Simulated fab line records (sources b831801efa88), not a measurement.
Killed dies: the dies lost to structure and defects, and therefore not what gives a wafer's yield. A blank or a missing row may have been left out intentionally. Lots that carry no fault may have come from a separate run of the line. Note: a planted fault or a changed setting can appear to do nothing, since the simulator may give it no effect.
Comparing a struck lot with a sound one -- flow sky130 -- 17 steps out of a route of 708
Sound: the wafers L351.1, L351.2, L351.6. Struck: wafer L360.6 (L360.4, L360.5, from the same lot, were not struck and are left out); the cause is given at the end.
At each step with rows: each side's tool, then ch and its chambers, then its first start. Under that, the readings that differ: sound wafers -- struck wafers -- difference of the means -- sigmas: that difference in standard deviations of wafers without a fault.
alike: words and numbers the same on both sides, and readings whose means are apart by under 2 such deviations; not compared: readings that were withheld, readings missing a value for some wafer, numbers with overlapping values and no deviation given by the record, and bounds like >300 which may hide the same value.
Wherever a step has rows on one side only, a row that says differs or no value, or a row with sigmas, the two part there. When numbers do not overlap yet have no deviation, they are printed without sigmas and do not part them. A reading missing from all wafers of one side parts the sides only when that side holds two or more wafers.

SKY_FIELD_ISO_BOW_MEAS_00:
  sound on film metro-04 at day 2 11:00; struck on film metro-04 at day 4 08:04
reading,sound,struck,difference,sigmas
INCOMING_BOW (um),8 4 5,-14,-20,-3
then, 1 step without rows for these wafers: SKY_FIELD_ISO_OXIDATION_01 (stabilise 600 s, purge 300 s, target thk 12 nm).
SKY_FIELD_ISO_THK_MEAS_02:
  sound on film metro-01 at day 2 17:25; struck on film metro-01 at day 4 09:40
  alike: FIELD_ISO_OXIDATION_00_THK
then, 1 step without rows for these wafers: SKY_FIELD_ISO_CVD_03 (deposits Si3N4 from DCS/NH3, target thk 165 nm, time 2830 s).
SKY_FIELD_ISO_THK_MEAS_04:
  sound on film metro-02 at day 2 19:16; struck on film metro-02 at day 4 13:02
  alike: FIELD_ISO_CVD_03_THK
then, 2 steps without rows for these wafers: SKY_FIELD_ISO_DEHYDRATE_05 (time 60 s); SKY_FIELD_ISO_HMDS_06 (prime time 60 s).
SKY_FIELD_ISO_COAT_07: resist thk 60 nm.
  sound on litho track-03 ch 0, day 3 01:49; struck on litho track-03 ch 0, day 4 21:09
  not compared: chill plate temp C
then, 5 steps without rows for these wafers: SKY_FIELD_ISO_COAT_08 (resist thk 450 nm); SKY_FIELD_ISO_SOFTBAKE_09 (time 90 s); SKY_FIELD_ISO_EXPOSE_10 (exposes mask FOM, target cd 150 nm); SKY_FIELD_ISO_PEB_11; SKY_FIELD_ISO_DEVELOP_12 (develop time 60 s).
SKY_FIELD_ISO_CD_MEAS_13: the cd target is 150 nm.
  sound on cd sem-02 at day 3 09:59; struck on cd sem-01 at day 5 06:17
  alike: cd nm
SKY_FIELD_ISO_ETCH_14: etches BARC in N2/H2, stops on SiO2, time 45.9 s, target depth 60 nm.
  sound on rie diel-04 ch 1,2, day 3 10:07; struck on rie diel-03 ch 3, day 5 06:20
reading,sound,struck,difference,sigmas
chamber pressure mTorr (mTorr),29.993 29.985 29.985,30.060,+0.072,+3
oes product au (a.u.),0.853 0.860 0.857,0.843,-0.014,-3
throttle valve pct (%),13.217 13.206 13.235,13.240,+0.021,+2
model.etch.depth nm (nm),60.18 60.18 60.11,59.22,-0.94,
  alike: drypump motor current A
  not compared: rf hours counter h
SKY_FIELD_ISO_ETCH_15: etches the open film in CHF3/O2, stops on Si, target depth 180 nm, time 72 s.
  sound on rie diel-04 ch 1,2, day 3 10:09; struck on rie diel-03 ch 3, day 5 06:23
reading,sound,struck,difference,sigmas
oes product au (a.u.),0.953 0.951 0.948,0.933,-0.018,-3
  alike: chamber pressure mTorr, drypump motor current A, throttle valve pct
  not compared: rf hours counter h
next, for these wafers, 1 step has no rows: SKY_PAD_OPEN_PROBE_99.

== WHERE THEY PART ==
Last at SKY_FIELD_ISO_ETCH_15 as far as this record goes, first at SKY_FIELD_ISO_BOW_MEAS_00.

WHY: the cause the simulator had injected
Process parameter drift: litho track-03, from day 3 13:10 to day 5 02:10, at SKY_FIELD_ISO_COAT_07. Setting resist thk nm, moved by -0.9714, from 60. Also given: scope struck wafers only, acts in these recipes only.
